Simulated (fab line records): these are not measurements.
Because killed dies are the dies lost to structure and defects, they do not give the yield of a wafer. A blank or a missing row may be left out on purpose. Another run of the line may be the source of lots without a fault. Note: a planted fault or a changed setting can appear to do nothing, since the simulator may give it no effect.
Which tool was responsible? || flow gf180mcu || Sampling: 12 lots, 36 wafers, 5 of 602 route steps

WHAT THE GAUGES READ, wafer by wafer
GF_V3_THK_MEAS_01. Usual: V3_CVD_00_THK typically reads 596 nm, with standard deviation 5.5.
{"lot": "L677", "measured": "day 22 04:07", "on": "film-metro-03", "V3_CVD_00_THK (nm)": "594 602 604", "flag": ""}
{"lot": "L679", "measured": "day 22 08:43", "on": "film-metro-03", "V3_CVD_00_THK (nm)": "592 589 594", "flag": ""}
{"lot": "L682", "measured": "day 23 20:38", "on": "film-metro-03", "V3_CVD_00_THK (nm)": "603 590 599", "flag": ""}
{"lot": "L683", "measured": "day 24 02:54", "on": "film-metro-03", "V3_CVD_00_THK (nm)": "604 591 594", "flag": ""}
{"lot": "L684", "measured": "day 24 06:04", "on": "film-metro-03", "V3_CVD_00_THK (nm)": "597 600 602", "flag": ""}
{"lot": "L685", "measured": "day 25 01:20", "on": "film-metro-03", "V3_CVD_00_THK (nm)": "600 588 598", "flag": ""}
{"lot": "L692", "measured": "day 26 15:52", "on": "film-metro-01", "V3_CVD_00_THK (nm)": "593 595 592", "flag": ""}
{"lot": "L693", "measured": "day 27 07:05", "on": "film-metro-01", "V3_CVD_00_THK (nm)": "594 597 596", "flag": ""}
{"lot": "L696", "measured": "day 28 10:07", "on": "film-metro-01", "V3_CVD_00_THK (nm)": "600 604 595", "flag": ""}
{"lot": "L697", "measured": "day 28 10:38", "on": "film-metro-03", "V3_CVD_00_THK (nm)": "596 587 602", "flag": ""}
{"lot": "L698", "measured": "day 28 17:28", "on": "film-metro-03", "V3_CVD_00_THK (nm)": "588 591 593", "flag": ""}
{"lot": "L699", "measured": "day 28 22:38", "on": "film-metro-01", "V3_CVD_00_THK (nm)": "591 592 600", "flag": ""}

GF_MIM_THK_MEAS_06. Usual: MIM_CVD_05_THK typically reads 42.1 nm, with standard deviation 0.51.
{"lot": "L677", "measured": "day 25 05:43", "on": "film-metro-03", "MIM_CVD_05_THK (nm)": "41.6 41.9 41.7", "flag": ""}
{"lot": "L679", "measured": "day 25 09:05", "on": "film-metro-03", "MIM_CVD_05_THK (nm)": "42.4 42.3 42.9", "flag": ""}
{"lot": "L682", "measured": "day 26 17:56", "on": "film-metro-01", "MIM_CVD_05_THK (nm)": "41.7 42.7 42.5", "flag": ""}
{"lot": "L683", "measured": "day 26 23:28", "on": "film-metro-01", "MIM_CVD_05_THK (nm)": "42.0 42.3 42.6", "flag": ""}
{"lot": "L684", "measured": "day 27 03:09", "on": "film-metro-03", "MIM_CVD_05_THK (nm)": "42.4 42.7 42.1", "flag": ""}
{"lot": "L685", "measured": "day 27 20:09", "on": "film-metro-03", "MIM_CVD_05_THK (nm)": "42.0 41.4 42.2", "flag": ""}
{"lot": "L692", "measured": "day 29 08:21", "on": "film-metro-01", "MIM_CVD_05_THK (nm)": "51.3 42.4 42.7", "flag": "OFF"}
{"lot": "L693", "measured": "day 29 23:16", "on": "film-metro-01", "MIM_CVD_05_THK (nm)": "51.4 41.8 42.4", "flag": "OFF"}
{"lot": "L696", "measured": "day 31 00:32", "on": "film-metro-03", "MIM_CVD_05_THK (nm)": "41.5 42.3 42.8", "flag": ""}
{"lot": "L697", "measured": "day 31 01:10", "on": "film-metro-03", "MIM_CVD_05_THK (nm)": "41.4 42.7 42.3", "flag": ""}
{"lot": "L698", "measured": "day 31 06:16", "on": "film-metro-03", "MIM_CVD_05_THK (nm)": "42.0 41.8 42.1", "flag": ""}
{"lot": "L699", "measured": "day 31 10:55", "on": "film-metro-04", "MIM_CVD_05_THK (nm)": "41.1 41.6 42.1", "flag": ""}

EACH LOT AND THE TOOL THAT RAN IT (in order: tool; ch and the chambers of the sampled wafers; start)
{"lot": "L677", "GF_V4_STRIP_18": "plasma-asher-02 ch 0,1, day 25 04:14", "GF_MIM_SPUTTER_01": "pvd-sputter-04, day 25 05:34", "GF_MIM_CVD_05": "pecvd-02 ch 0,1,2, day 25 05:41"}
{"lot": "L679", "GF_V4_STRIP_18": "plasma-asher-02 ch 0,1, day 25 07:35", "GF_MIM_SPUTTER_01": "pvd-sputter-04, day 25 08:55", "GF_MIM_CVD_05": "pecvd-04 ch 0,1,2, day 25 09:02"}
{"lot": "L682", "GF_V4_STRIP_18": "plasma-asher-02 ch 0,1, day 26 16:27", "GF_MIM_SPUTTER_01": "pvd-sputter-02, day 26 17:47", "GF_MIM_CVD_05": "pecvd-02 ch 0,1, day 26 17:55"}
{"lot": "L683", "GF_V4_STRIP_18": "plasma-asher-04 ch 0,1, day 26 21:59", "GF_MIM_SPUTTER_01": "pvd-sputter-02, day 26 23:19", "GF_MIM_CVD_05": "pecvd-02 ch 0,1,2, day 26 23:26"}
{"lot": "L684", "GF_V4_STRIP_18": "plasma-asher-01 ch 0,1, day 27 01:41", "GF_MIM_SPUTTER_01": "pvd-sputter-04, day 27 02:58", "GF_MIM_CVD_05": "pecvd-04 ch 0,2, day 27 03:05"}
{"lot": "L685", "GF_V4_STRIP_18": "plasma-asher-02 ch 0,1, day 27 18:40", "GF_MIM_SPUTTER_01": "pvd-sputter-02, day 27 19:59", "GF_MIM_CVD_05": "pecvd-04 ch 0,1,2, day 27 20:07"}
{"lot": "L692", "GF_V4_STRIP_18": "plasma-asher-04 ch 0,1, day 29 06:50", "GF_MIM_SPUTTER_01": "pvd-sputter-01, day 29 08:12", "GF_MIM_CVD_05": "pecvd-02 ch 0,1, day 29 08:19"}
{"lot": "L693", "GF_V4_STRIP_18": "plasma-asher-02 ch 0,1, day 29 21:41", "GF_MIM_SPUTTER_01": "pvd-sputter-02, day 29 23:01", "GF_MIM_CVD_05": "pecvd-02 ch 0,1, day 29 23:08"}
{"lot": "L696", "GF_V4_STRIP_18": "plasma-asher-01 ch 0,1, day 30 23:02", "GF_MIM_SPUTTER_01": "pvd-sputter-01, day 31 00:23", "GF_MIM_CVD_05": "pecvd-04 ch 0,1,2, day 31 00:30"}
{"lot": "L697", "GF_V4_STRIP_18": "plasma-asher-04 ch 0,1, day 30 23:39", "GF_MIM_SPUTTER_01": "pvd-sputter-04, day 31 01:00", "GF_MIM_CVD_05": "pecvd-04 ch 0,1, day 31 01:07"}
{"lot": "L698", "GF_V4_STRIP_18": "plasma-asher-02 ch 0,1, day 31 04:47", "GF_MIM_SPUTTER_01": "pvd-sputter-01, day 31 06:07", "GF_MIM_CVD_05": "pecvd-01 ch 1,2, day 31 06:14"}
{"lot": "L699", "GF_V4_STRIP_18": "plasma-asher-01 ch 0,1, day 31 09:25", "GF_MIM_SPUTTER_01": "pvd-sputter-01, day 31 10:44", "GF_MIM_CVD_05": "pecvd-04 ch 0,2, day 31 10:52"}
- GF_V4_STRIP_18: strips in O2/N2.
- GF_MIM_SPUTTER_01: material TiN, target thk 30 nm, time 25 s.
- GF_MIM_CVD_05: deposits Si3N4, target thk 42 nm, time 29.086 s.

WHAT THE TOOLS THEMSELVES READ (means of the sampled wafers that have a number; where no wafer has one, the mark that the record gives instead)
GF_V4_STRIP_18. Usual: drypump-motor-current-A 6.2 A, standard deviation 0.52; heater-power-w 334 W, standard deviation 31; oes-product-au 0.593 a.u., standard deviation 0.005.
{"lot": "L677", "tool": "plasma-asher-02", "drypump-motor-current-A (A)": 6.6, "heater-power-w (W)": 356, "oes-product-au (a.u.)": 0.596, "flag": ""}
{"lot": "L679", "tool": "plasma-asher-02", "drypump-motor-current-A (A)": 6.7, "heater-power-w (W)": 359, "oes-product-au (a.u.)": 0.593, "flag": ""}
{"lot": "L682", "tool": "plasma-asher-02", "drypump-motor-current-A (A)": 6.7, "heater-power-w (W)": 354, "oes-product-au (a.u.)": 0.594, "flag": ""}
{"lot": "L683", "tool": "plasma-asher-04", "drypump-motor-current-A (A)": 5.5, "heater-power-w (W)": 326, "oes-product-au (a.u.)": 0.589, "flag": ""}
{"lot": "L684", "tool": "plasma-asher-01", "drypump-motor-current-A (A)": 5.8, "heater-power-w (W)": 307, "oes-product-au (a.u.)": 0.594, "flag": ""}
{"lot": "L685", "tool": "plasma-asher-02", "drypump-motor-current-A (A)": 6.7, "heater-power-w (W)": 358, "oes-product-au (a.u.)": 0.592, "flag": ""}
{"lot": "L692", "tool": "plasma-asher-04", "drypump-motor-current-A (A)": 5.5, "heater-power-w (W)": 294, "oes-product-au (a.u.)": 0.590, "flag": ""}
{"lot": "L693", "tool": "plasma-asher-02", "drypump-motor-current-A (A)": 6.6, "heater-power-w (W)": 353, "oes-product-au (a.u.)": 0.595, "flag": ""}
{"lot": "L696", "tool": "plasma-asher-01", "drypump-motor-current-A (A)": 5.8, "heater-power-w (W)": 309, "oes-product-au (a.u.)": 0.593, "flag": ""}
{"lot": "L697", "tool": "plasma-asher-04", "drypump-motor-current-A (A)": 5.5, "heater-power-w (W)": 293, "oes-product-au (a.u.)": 0.590, "flag": ""}
{"lot": "L698", "tool": "plasma-asher-02", "drypump-motor-current-A (A)": 6.6, "heater-power-w (W)": 360, "oes-product-au (a.u.)": 0.591, "flag": ""}
{"lot": "L699", "tool": "plasma-asher-01", "drypump-motor-current-A (A)": 5.8, "heater-power-w (W)": 307, "oes-product-au (a.u.)": 0.594, "flag": ""}

GF_MIM_SPUTTER_01. Usual: chamber-pressure-pa 0.4000 Pa, standard deviation 0.00075; throttle-valve-pct 29.6 %, standard deviation 0.78.
{"lot": "L677", "tool": "pvd-sputter-04", "chamber-pressure-pa (Pa)": 0.4006, "throttle-valve-pct (%)": 30.0, "flag": ""}
{"lot": "L679", "tool": "pvd-sputter-04", "chamber-pressure-pa (Pa)": 0.4001, "throttle-valve-pct (%)": 29.9, "flag": ""}
{"lot": "L682", "tool": "pvd-sputter-02", "chamber-pressure-pa (Pa)": 0.4000, "throttle-valve-pct (%)": 29.4, "flag": ""}
{"lot": "L683", "tool": "pvd-sputter-02", "chamber-pressure-pa (Pa)": 0.3999, "throttle-valve-pct (%)": 29.0, "flag": ""}
{"lot": "L684", "tool": "pvd-sputter-04", "chamber-pressure-pa (Pa)": 0.3994, "throttle-valve-pct (%)": 30.6, "flag": ""}
{"lot": "L685", "tool": "pvd-sputter-02", "chamber-pressure-pa (Pa)": 0.3997, "throttle-valve-pct (%)": 29.4, "flag": ""}
{"lot": "L692", "tool": "pvd-sputter-01", "chamber-pressure-pa (Pa)": 0.4005, "throttle-valve-pct (%)": 29.1, "flag": ""}
{"lot": "L693", "tool": "pvd-sputter-02", "chamber-pressure-pa (Pa)": 0.4007, "throttle-valve-pct (%)": 29.3, "flag": ""}
{"lot": "L696", "tool": "pvd-sputter-01", "chamber-pressure-pa (Pa)": 0.3998, "throttle-valve-pct (%)": 28.9, "flag": ""}
{"lot": "L697", "tool": "pvd-sputter-04", "chamber-pressure-pa (Pa)": 0.4007, "throttle-valve-pct (%)": 30.4, "flag": ""}
{"lot": "L698", "tool": "pvd-sputter-01", "chamber-pressure-pa (Pa)": 0.4004, "throttle-valve-pct (%)": 29.2, "flag": ""}
{"lot": "L699", "tool": "pvd-sputter-01", "chamber-pressure-pa (Pa)": 0.4009, "throttle-valve-pct (%)": 28.8, "flag": ""}

GF_MIM_CVD_05. Usual: heater-power-w 620 W, standard deviation 120; run-length-s 57.1 s, standard deviation 0.63.
{"lot": "L677", "tool": "pecvd-02", "heater-power-w (W)": 686, "run-length-s (s)": 57.0, "flag": ""}
{"lot": "L679", "tool": "pecvd-04", "heater-power-w (W)": 639, "run-length-s (s)": 57.2, "flag": ""}
{"lot": "L682", "tool": "pecvd-02", "heater-power-w (W)": 791, "run-length-s (s)": 57.4, "flag": ""}
{"lot": "L683", "tool": "pecvd-02", "heater-power-w (W)": 719, "run-length-s (s)": 56.8, "flag": ""}
{"lot": "L684", "tool": "pecvd-04", "heater-power-w (W)": 744, "run-length-s (s)": 57.5, "flag": ""}
{"lot": "L685", "tool": "pecvd-04", "heater-power-w (W)": 603, "run-length-s (s)": 57.1, "flag": ""}
{"lot": "L692", "tool": "pecvd-02", "heater-power-w (W)": 792, "run-length-s (s)": 59.3, "flag": "OFF"}
{"lot": "L693", "tool": "pecvd-02", "heater-power-w (W)": 787, "run-length-s (s)": 59.2, "flag": "OFF"}
{"lot": "L696", "tool": "pecvd-04", "heater-power-w (W)": 622, "run-length-s (s)": 57.6, "flag": ""}
{"lot": "L697", "tool": "pecvd-04", "heater-power-w (W)": 596, "run-length-s (s)": 57.1, "flag": ""}
{"lot": "L698", "tool": "pecvd-01", "heater-power-w (W)": 518, "run-length-s (s)": 57.5, "flag": ""}
{"lot": "L699", "tool": "pecvd-04", "heater-power-w (W)": 664, "run-length-s (s)": 57.2, "flag": ""}

THE ANSWER, worked out from the rows above alone
Rule: a lot counts as off when the mean over its wafers that have a number is more than 3 standard deviations away from the usual mean. A lot without any number at a reading at which 4 lots or more have one is off too. All remaining lots with rows at the step are treated as sound. First the gauges in route order, then the tools' own readings, where a lot's mean is used as printed above. At the first step where some lot is off, the reading lying furthest off is the one used; lots without a number count as furthest.
Off: L692, L693, seen at GF_MIM_THK_MEAS_06 (MIM_CVD_05_THK).
If a tool, at a process step before that reading, ran all the lots that are off and no sound lot after the first of them, it fits. Not tried: the gauges at GF_MIM_THK_MEAS_06; whatever is off there is also off at GF_MIM_CVD_05, on other tools, and gauge error can't account for it. One candidate fits, namely pecvd-02 at GF_MIM_CVD_05. Its last sound lot is L683 (day 26 23:26), its first lot that is off L692 (day 29 08:19): a fault that began between those two fits.
The tool's own readings at GF_MIM_CVD_05 bear it out: on the lots that are off they differ by more than 5 times the standard deviation of the sound lots' means. run-length-s reads 59.2 s there against 57.2 s on the sound lots.

WHAT THE SIMULATOR HAD INSERTED
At GF_MIM_CVD_05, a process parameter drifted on pecvd-02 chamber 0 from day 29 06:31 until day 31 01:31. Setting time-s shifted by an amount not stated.
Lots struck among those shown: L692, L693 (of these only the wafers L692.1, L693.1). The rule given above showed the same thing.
